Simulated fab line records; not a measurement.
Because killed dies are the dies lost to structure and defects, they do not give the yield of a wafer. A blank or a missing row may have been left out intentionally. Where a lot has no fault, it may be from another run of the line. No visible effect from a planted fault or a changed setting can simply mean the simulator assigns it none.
fab line records	flow sky130
record: lots: 11	wafers: 33	lastDay: 50
route steps=708 shown LDD_HVP@288 SPACER@304 POLY_CUT@316 SD_P@327 PAD_OPEN@708
lots untouched by any fault: they come from a run of this same line in which no faults occurred
startH: hours from the record's first day to the start of the lot's first wafer shown	waitH: hours since the lot's step before	" unchanged from the row above	L1.1+2: a single row standing in for several wafers	- no value present, or no start provided	* or withheld: withheld	< > ~ a bound
route shown NAME@n: a module of which the file shows steps, and the number in the route of the first	usual: the fault-free wafers' mean and standard deviation	same: alike in all rows	chamber/n: place in a boat	sites: the reading at each site	_std_site: their standard deviation	_edge_site: mean of outer sites minus mean of inner sites	radiusMm: for every site, how far away it sits from the centre of the wafer	mask NAME#n: copy n	behind: tool/chamber where the wafer was last shaped	hold: reason for holding the lot/hours on hold/outcome of the hold	device: whichever transistor did not switch (one of n, p or np)	end of line: the same wafers' tests at the end of the route	step lacking rows: just its recipe	killed: at the first sort, the dies lost to defects and structure; wafer yield is something else	map: a wafer's dies, marking killed ones x, the rest . and places with no die _
set.NAME: setting as actually run; set.NAME@STEP: the setting as run at that earlier step	model.NAME: the simulator's own value behind a step, which no gauge read
one table for each step of the route and one row for each wafer, over a sample of lots
services: from which hour (startH, from the record's first day; less than 0 if before it) a tool's chamber was out of use, for how many hours, and why
== steps ==
step: SKY_LDD_HVP_TW_MEAS_10
usual: LDD_HVP_TW: 455.2/2.3
lot.wafer	tool	chamber	startH	waitH	LDD_HVP_TW
L567.1	filmMetro-03	-	505.71	0.1	456.2
L567.2	"	-	"	"	453.6
L567.6	"	-	"	"	458.2
L573.2	filmMetro-03	-	550.27	0.1	455.4
L573.4	"	-	"	"	452.5
L573.5	"	-	"	"	451.4
L574.4	filmMetro-04	-	556.54	0.1	450.3
L574.5	"	-	"	"	450.9
L574.6	"	-	"	"	449.8
L575.2	filmMetro-04	-	565.91	0.1	455.1
L575.3	"	-	"	"	452.5
L575.4	"	-	"	"	454.4
L582.4	filmMetro-04	-	630.89	0.1	451.4
L582.5	"	-	"	"	450.7
L582.6	"	-	"	"	453.1
L583.2	filmMetro-02	-	639.67	0.1	458.3
L583.3	"	-	"	"	459.4
L583.6	"	-	"	"	460.3
L585.1	filmMetro-04	-	654.01	0.1	455.6
L585.4	"	-	"	"	452.3
L585.5	"	-	"	"	455.7
L586.1	filmMetro-04	-	657.06	0.1	456.8
L586.3	"	-	"	"	454.9
L586.6	"	-	"	"	457.2
L587.1	filmMetro-02	-	665.60	0.1	459.1
L587.5	"	-	"	"	457.5
L587.6	"	-	"	"	457.5
L588.2	filmMetro-04	-	677.41	0.1	454.7
L588.4	"	-	"	"	455.1
L588.6	"	-	"	"	454.4
L589.3	filmMetro-03	-	694.97	0.1	453.7
L589.4	"	-	"	"	456.7
L589.5	"	-	"	"	454.8
step: SKY_SPACER_CVD_00
recipe: material: Si3N4	precursor: DCS/NH3	targetThkNm: 43.1	tempC: 770	timeS: 740	pressureMtorr: 250
usual: spikeTcBottomC: 790.1/1.1	susceptorTempC: 770.0/0.32	zonePowerLowerPct: 13.3/1.7	zonePowerUpperPct: 13.7/0.61
lot.wafer	tool	chamber	startH	waitH	spikeTcBottomC	susceptorTempC	zonePowerLowerPct	zonePowerUpperPct
L567.1	lpcvd-02	1	536.92	0.0	788.3	770.3	15.2	13.2
L567.2	"	1	"	"	790.1	770.1	15.1	13.1
L567.6	"	1	"	"	789.2	769.9	14.9	13.4
L573.2	lpcvd-02	0	594.55	14.1	789.6	769.5	11.7	14.4
L573.4	"	0	"	"	790.9	769.8	11.9	14.3
L573.5	"	0	"	"	791.3	769.6	11.9	14.4
L574.4	lpcvd-02	0	594.55	7.9	792.6	770.2	11.8	14.2
L574.5	"	0	"	"	790.0	769.8	11.9	14.1
L574.6	"	0	"	"	790.3	770.0	11.7	14.3
L575.2	lpcvd-02	0	596.81	0.0	791.3	769.9	11.7	14.3
L575.3	"	0	"	"	790.2	770.1	11.8	14.1
L575.4	"	0	"	"	790.4	769.8	11.9	14.1
L582.4	lpcvd-02	1	660.60	0.0	787.9	769.8	15.0	13.0
L582.5	"	1	"	"	791.5	770.1	15.3	13.2
L582.6	"	1	"	"	789.0	769.6	15.4	13.3
L583.2	lpcvd-02	0	669.11	0.0	790.1	769.5	11.7	14.3
L583.3	"	0	"	"	789.9	769.8	11.7	14.2
L583.6	"	0	"	"	791.5	769.9	11.6	14.0
L585.1	lpcvd-02	1	683.15	0.0	790.2	769.8	15.1	13.3
L585.4	"	1	"	"	789.7	769.8	15.3	12.9
L585.5	"	1	"	"	790.7	770.3	14.9	13.1
L586.1	lpcvd-02	1	685.62	0.0	790.4	770.3	15.0	12.8
L586.3	"	1	"	"	790.3	770.4	15.1	13.0
L586.6	"	1	"	"	790.5	770.3	15.2	13.0
L587.1	lpcvd-02	1	696.26	1.3	789.7	769.9	15.1	13.0
L587.5	"	1	"	"	790.8	770.0	15.3	13.0
L587.6	"	1	"	"	791.9	769.6	15.3	13.1
L588.2	lpcvd-02	0	706.09	0.6	790.9	770.0	12.0	14.5
L588.4	"	0	"	"	792.1	770.4	11.8	14.0
L588.6	"	0	"	"	789.8	770.2	11.8	14.4
L589.3	lpcvd-02	1	723.22	0.0	790.2	769.7	14.9	12.9
L589.4	"	1	"	"	791.1	770.3	15.0	13.1
L589.5	"	1	"	"	789.9	770.2	15.2	13.1
step: SKY_SPACER_THK_MEAS_01
recipe: reads: Si3N4_of_SPACER_CVD_00
usual: SPACER_CVD_00_THK: 43.3/0.38
lot.wafer	tool	chamber	startH	waitH	SPACER_CVD_00_THK[nm]
L567.1	filmMetro-01	-	538.12	0.0	43.9
L567.2	"	-	"	"	43.7
L567.6	"	-	"	"	43.8
L573.2	filmMetro-04	-	595.76	0.0	82.7
L573.4	"	-	"	"	83.2
L573.5	"	-	"	"	82.6
L574.4	filmMetro-02	-	595.78	0.0	82.2
L574.5	"	-	"	"	82.3
L574.6	"	-	"	"	81.9
L575.2	filmMetro-04	-	598.03	0.0	82.2
L575.3	"	-	"	"	81.9
L575.4	"	-	"	"	81.8
L582.4	filmMetro-01	-	661.84	0.0	43.4
L582.5	"	-	"	"	43.7
L582.6	"	-	"	"	43.7
L583.2	filmMetro-01	-	670.32	0.0	43.5
L583.3	"	-	"	"	43.3
L583.6	"	-	"	"	43.4
L585.1	filmMetro-02	-	684.36	0.0	43.0
L585.4	"	-	"	"	43.3
L585.5	"	-	"	"	43.3
L586.1	filmMetro-04	-	686.82	0.0	42.9
L586.3	"	-	"	"	42.6
L586.6	"	-	"	"	42.9
L587.1	filmMetro-04	-	697.47	0.0	43.4
L587.5	"	-	"	"	44.0
L587.6	"	-	"	"	43.7
L588.2	filmMetro-04	-	707.31	0.0	43.1
L588.4	"	-	"	"	43.9
L588.6	"	-	"	"	43.5
L589.3	filmMetro-01	-	724.44	0.0	43.3
L589.4	"	-	"	"	43.4
L589.5	"	-	"	"	43.5
step: SKY_SPACER_ETCHBACK_02
recipe: chemistry: CH3F/O2	target: Si3N4	stopOn: SiO2	sourceW: 400	biasW: 80	pressureMtorr: 25	ch3fFlowSccm: 40	O2_flow_sccm: 30	timeS: 46.7	targetDepthA: 450
usual: drypumpMotorCurrentA: 5.7/0.51	oesProductAu: 0.857/0.0063	rfFwdPowerW: 395.3/2	throttleValvePct: 10.563/0.0091
lot.wafer	tool	chamber	startH	waitH	drypumpMotorCurrentA	oesProductAu	rfFwdPowerW	rfHoursCounterH	throttleValvePct
L567.1	rieDiel-03	3	538.18	0.1	5.6	0.868	396.4	74	10.561
L567.2	"	2	"	"	5.4	0.858	394.4	11	10.565
L567.6	"	3	"	"	5.6	0.869	393.9	-	10.556
L573.2	rieDiel-02	1	595.81	0.0	5.9	0.986	398.4	2	10.585
L573.4	"	0	"	"	5.7	1.007	398.0	24	10.574
L573.5	"	1	"	"	6.0	0.985	397.4	-	10.582
L574.4	rieDiel-04	2	595.81	0.0	6.4	0.997	393.8	7	10.571
L574.5	"	1	"	"	4.9	0.992	394.6	-	10.575
L574.6	"	0	"	"	6.4	1.000	394.0	-	10.587
L575.2	rieDiel-04	1	598.08	0.0	4.9	1.008	393.5	17	10.576
L575.3	"	3	"	"	5.0	0.993	395.1	5	10.583
L575.4	"	2	"	"	6.4	0.996	393.5	7	10.599
L582.4	rieDiel-04	2	661.87	0.0	6.4	0.858	395.2	8	10.574
L582.5	"	2	"	"	6.4	0.865	394.4	-	10.559
L582.6	"	1	"	"	4.9	0.858	394.3	-	10.549
L583.2	rieDiel-04	2	670.37	0.0	6.4	0.861	395.7	8	10.560
L583.3	"	0	"	"	6.4	0.852	394.0	54	10.554
L583.6	"	1	"	"	4.9	0.856	392.2	-	10.560
L585.1	rieDiel-04	2	684.42	0.1	6.4	0.860	392.7	9	10.563
L585.4	"	3	"	"	5.0	0.866	395.7	-	10.563
L585.5	"	1	"	"	4.9	0.857	395.2	-	10.555
L586.1	rieDiel-02	3	686.88	0.1	5.1	0.857	394.7	30	10.569
L586.3	"	1	"	"	5.9	0.843	398.1	4	10.556
L586.6	"	3	"	"	5.1	0.849	395.5	-	10.564
L587.1	rieDiel-04	2	697.53	0.1	6.4	0.853	393.8	9	10.555
L587.5	"	3	"	"	5.0	0.866	394.6	-	10.564
L587.6	"	2	"	"	6.4	0.863	394.0	-	10.550
L588.2	rieDiel-04	2	707.36	0.0	6.5	0.857	396.1	9	10.566
L588.4	"	0	"	"	6.4	0.861	395.5	0	10.573
L588.6	"	2	"	"	6.4	0.857	393.6	-	10.561
L589.3	rieDiel-04	3	724.48	0.0	5.0	0.860	395.5	7	10.558
L589.4	"	0	"	"	6.4	0.859	397.5	0	10.559
L589.5	"	0	"	"	6.4	0.863	396.3	-	10.555
step: SKY_POLY_CUT_OVL_MEAS_09
usual: POLY_CUT_OVL: -2/5.4
lot.wafer	tool	chamber	startH	waitH	POLY_CUT_OVL[nm]
L567.1	overlay-02	-	567.69	0.1	0
L567.2	"	-	"	"	-3
L567.6	"	-	"	"	3
L582.4	overlay-02	-	690.20	0.1	-1
L582.5	"	-	"	"	1
L582.6	"	-	"	"	-2
L583.2	overlay-01	-	698.75	0.1	0
L583.3	"	-	"	"	-2
L583.6	"	-	"	"	-1
L585.1	overlay-01	-	712.92	0.1	-7
L585.4	"	-	"	"	-5
L585.5	"	-	"	"	-3
L586.1	overlay-02	-	715.03	0.1	5
L586.3	"	-	"	"	4
L586.6	"	-	"	"	5
L587.1	overlay-02	-	725.42	0.1	-6
L587.5	"	-	"	"	-1
L587.6	"	-	"	"	0
L588.2	overlay-02	-	735.40	0.1	-6
L588.4	"	-	"	"	-3
L588.6	"	-	"	"	-4
L589.3	overlay-01	-	752.01	0.1	2
L589.4	"	-	"	"	1
L589.5	"	-	"	"	2
step: SKY_SD_P_CD_MEAS_07
recipe: targetCdNm: 380
usual: cdNm: 380.6/2.1
lot.wafer	tool	chamber	startH	waitH	cdNm
L567.1	cdSem-02	-	597.52	0.1	377.9
L567.2	"	-	"	"	377.7
L567.6	"	-	"	"	377.8
L582.4	cdSem-02	-	717.18	0.1	379.0
L582.5	"	-	"	"	380.3
L582.6	"	-	"	"	379.1
L583.2	cdSem-01	-	726.87	0.1	380.6
L583.3	"	-	"	"	378.1
L583.6	"	-	"	"	382.8
L585.1	cdSem-02	-	740.42	0.1	379.6
L585.4	"	-	"	"	377.9
L585.5	"	-	"	"	379.9
L586.1	cdSem-01	-	742.47	0.1	382.4
L586.3	"	-	"	"	382.2
L586.6	"	-	"	"	383.5
L587.1	cdSem-01	-	754.22	0.1	379.9
L587.5	"	-	"	"	379.1
L587.6	"	-	"	"	378.8
L588.2	cdSem-01	-	762.39	0.1	378.0
L588.4	"	-	"	"	376.5
L588.6	"	-	"	"	376.4
L589.3	cdSem-02	-	778.54	0.1	382.4
L589.4	"	-	"	"	381.7
L589.5	"	-	"	"	385.2
step: SKY_PAD_OPEN_PROBE_99
usual: killed_at_M0_to_M3: 43/7.1	killed_at_M4_up: 3.0/1.9	killedAtContacts: 24/5	killedAtFrontEnd: 15/4.3	killedAtOther: 0.3/0.5	killedDies: 85/9.6	killedOnRim: 17/4.3	killedOpen: 46/7.1	killedShort: 39/6.8
same: grossDies: 492	killedAtBackSide: 0
lot.wafer	tool	chamber	startH	waitH	killed_at_M0_to_M3	killed_at_M4_up	killedAtContacts	killedAtFrontEnd	killedAtOther	killedDies	killedOnRim	killedOpen	killedShort
L573.2	prober-01	-	1119.37	0.1	44	3	28	417	0	492	96	63	37
L573.4	prober-01	-	1119.47	0.2	45	5	26	416	0	492	96	38	49
L573.5	prober-01	-	1119.52	0.2	51	2	21	418	0	492	96	50	46
L574.4	prober-02	-	1119.60	0.2	53	2	32	405	0	492	96	55	46
L574.5	prober-02	-	1119.65	0.2	56	3	27	405	1	492	96	55	49
L574.6	prober-02	-	1119.70	0.2	41	4	23	423	1	492	96	55	37
L575.2	prober-01	-	1120.87	0.1	54	4	22	411	1	492	96	51	52
L575.3	prober-01	-	1120.92	0.2	51	1	23	417	0	492	96	61	33
L575.4	prober-01	-	1120.97	0.2	55	1	22	413	1	492	96	55	46
L586.1	prober-01	-	1177.24	0.1	36	3	18	19	1	77	11	41	36
L586.3	prober-01	-	1177.34	0.2	51	1	17	19	0	88	25	43	45
L586.6	prober-01	-	1177.49	0.2	53	4	23	8	1	89	12	46	43
killed by level:class
L573.2 SPACER:areaEtchback=392 CONTACT:geometricParticle:open=13 VIA2:geometricParticle:open=9 VIA1:geometricParticle:open=9 POLY_GATE:geometricParticle:open=8 FIELD_ISO:geometricParticle:open=6 LI_CONTACT:geometricParticle:open=6 METAL2:geometricParticle:short=6
L573.4 SPACER:areaEtchback=405 CONTACT:geometricParticle:open=9 METAL1:geometricParticle:short=8 VIA3:geometricParticle:open=8 VIA1:geometricParticle:open=7 LOCAL_INTERCONNECT:geometricParticle:short=6 VIA2:geometricParticle:open=5 FIELD_ISO:geometricParticle:short=4
L573.5 SPACER:areaEtchback=396 LI_CONTACT:geometricParticle:open=10 VIA1:geometricParticle:open=9 VIA2:geometricParticle:open=9 METAL1:geometricParticle:short=8 FIELD_ISO:geometricParticle:open=6 METAL2:geometricParticle:short=6 LOCAL_INTERCONNECT:geometricParticle:short=6
L574.4 SPACER:areaEtchback=391 CONTACT:geometricParticle:open=12 VIA1:geometricParticle:open=10 VIA3:geometricParticle:open=10 METAL2:geometricParticle:short=8 LI_CONTACT:geometricParticle:open=7 VIA1:geometricParticle:short=7 LOCAL_INTERCONNECT:geometricParticle:short=6
L574.5 SPACER:areaEtchback=388 VIA1:geometricParticle:open=14 VIA3:geometricParticle:open=10 METAL2:geometricParticle:short=9 CONTACT:geometricParticle:short=7 CONTACT:geometricParticle:open=7 VIA1:geometricParticle:short=6 LOCAL_INTERCONNECT:geometricParticle:short=5
L574.6 SPACER:areaEtchback=400 CONTACT:geometricParticle:open=8 VIA1:geometricParticle:open=8 LI_CONTACT:geometricParticle:open=7 LOCAL_INTERCONNECT:geometricParticle:short=7 VIA2:geometricParticle:open=6 VIA3:geometricParticle:open=6 FIELD_ISO:geometricParticle:open=5
L575.2 SPACER:areaEtchback=389 VIA1:geometricParticle:open=12 LI_CONTACT:geometricParticle:open=10 FIELD_ISO:geometricParticle:short=8 METAL2:geometricParticle:short=8 METAL1:geometricParticle:short=7 VIA2:geometricParticle:open=7 FIELD_ISO:geometricParticle:open=5
L575.3 SPACER:areaEtchback=398 VIA1:geometricParticle:open=19 CONTACT:geometricParticle:open=10 LI_CONTACT:geometricParticle:open=9 VIA1:geometricParticle:short=8 METAL2:geometricParticle:short=7 FIELD_ISO:geometricParticle:open=6 METAL2:geometricParticle:open=4
L575.4 SPACER:areaEtchback=391 VIA1:geometricParticle:open=13 METAL1:geometricParticle:short=10 POLY_GATE:geometricParticle:open=7 METAL2:geometricParticle:short=7 LI_CONTACT:geometricParticle:open=6 VIA2:geometricParticle:open=6 VIA3:geometricParticle:open=6
L586.1 VIA3:geometricParticle:open=8 LI_CONTACT:geometricParticle:open=7 CONTACT:geometricParticle:open=7 POLY_GATE:geometricParticle:short=6 POLY_GATE:geometricParticle:open=6 METAL1:geometricParticle:short=5 VIA1:geometricParticle:short=4 VIA1:geometricParticle:open=4
L586.3 VIA1:geometricParticle:open=8 METAL2:geometricParticle:short=8 VIA2:geometricParticle:open=8 CONTACT:geometricParticle:open=7 METAL1:geometricParticle:short=7 POLY_GATE:geometricParticle:short=5 POLY_GATE:geometricParticle:open=4 LI_CONTACT:geometricParticle:open=4
L586.6 VIA3:geometricParticle:open=11 VIA1:geometricParticle:open=10 METAL2:geometricParticle:short=8 LI_CONTACT:geometricParticle:open=6 CONTACT:geometricParticle:short=6 VIA1:geometricParticle:short=6 CONTACT:geometricParticle:open=5 VIA2:geometricParticle:open=5
== services ==
tool	chamber	startH	hours	kind
rieDiel-02	2	514.20	4.4	repair
rieDiel-02	-	517.69	0.1	repair
rieDiel-03	-	536.04	0.6	repair
rieDiel-03	3	547.73	13.9	repair
rieDiel-02	0	556.79	5.8	repair
rieDiel-02	1	557.59	16.3	repair
lpcvd-02	-	573.07	4.3	pm
lpcvd-02	-	579.95	14.6	pm
rieDiel-03	3	581.71	7.3	repair
rieDiel-02	0	625.62	1.6	repair
rieDiel-02	2	635.49	16.2	repair
rieDiel-03	3	664.08	6.6	repair
rieDiel-04	3	670.12	13.5	repair
rieDiel-02	-	675.24	2.8	pm
lpcvd-02	-	677.67	0.7	repair
rieDiel-04	0	683.66	-	clean
rieDiel-04	0	683.66	19.0	scheduledDown
rieDiel-04	-	686.39	7.2	repair
rieDiel-03	2	693.60	7.3	repair
rieDiel-03	1	695.95	6.3	repair
rieDiel-03	0	696.57	7.2	repair
rieDiel-02	-	700.35	0.1	repair
rieDiel-04	1	708.05	4.2	repair
rieDiel-04	2	712.05	4.6	repair
== key ==
firstSign: step: SKY_SPACER_THK_MEAS_01	reading: SPACER_CVD_00_THK	direction: up	sigmas: 99+	usual: 43.3	struck: 82.3
effect: step: SKY_SPACER_ETCHBACK_02	reading: oesProductAu	direction: up	sigmas: 22	usual: 0.857	struck: 0.996
effect: step: SKY_PAD_OPEN_PROBE_99	reading: killedAtFrontEnd	direction: up	sigmas: 93	usual: 15	struck: 414
moreKillsBornAt: SKY_SPACER_ETCHBACK_02@rieDiel-04: 2357	SKY_SPACER_ETCHBACK_02@rieDiel-02: 1193
metAt SKY_SPACER_CVD_00
struckLots L573,L574,L575
laterRowsLeftOut L573.2,L573.4,L573.5,L574.4,L574.5,L574.6,L575.2,L575.3,L575.4
testerLeftOut L573,L574,L575
notActingAt SKY_LDD_HVP_TW_MEAS_10,SKY_POLY_CUT_OVL_MEAS_09,SKY_SD_P_CD_MEAS_07
onsetBetween 536.92 594.55
fault: kind: processParameterDrift	tool: lpcvd-02	chamber: -	onsetH: 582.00	steps: SKY_SPACER_CVD_00	channel: targetThkNm	offset: 39.065	shape: step	endH: 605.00	actsIn: theseRecipesOnly	stated: 43.1
testerLeftOut: of these lots the tester's yield and bins aren't shown, on N5 and GAA mostly nor the transistor test; their killed dies are dies lost to structure and defects alone, not to doping, threshold or leakage, so they don't give the yield
laterRowsLeftOut: the simulator's readings of these wafers behind a module that went badly wrong aren't trusted and aren't shown, but for the sort
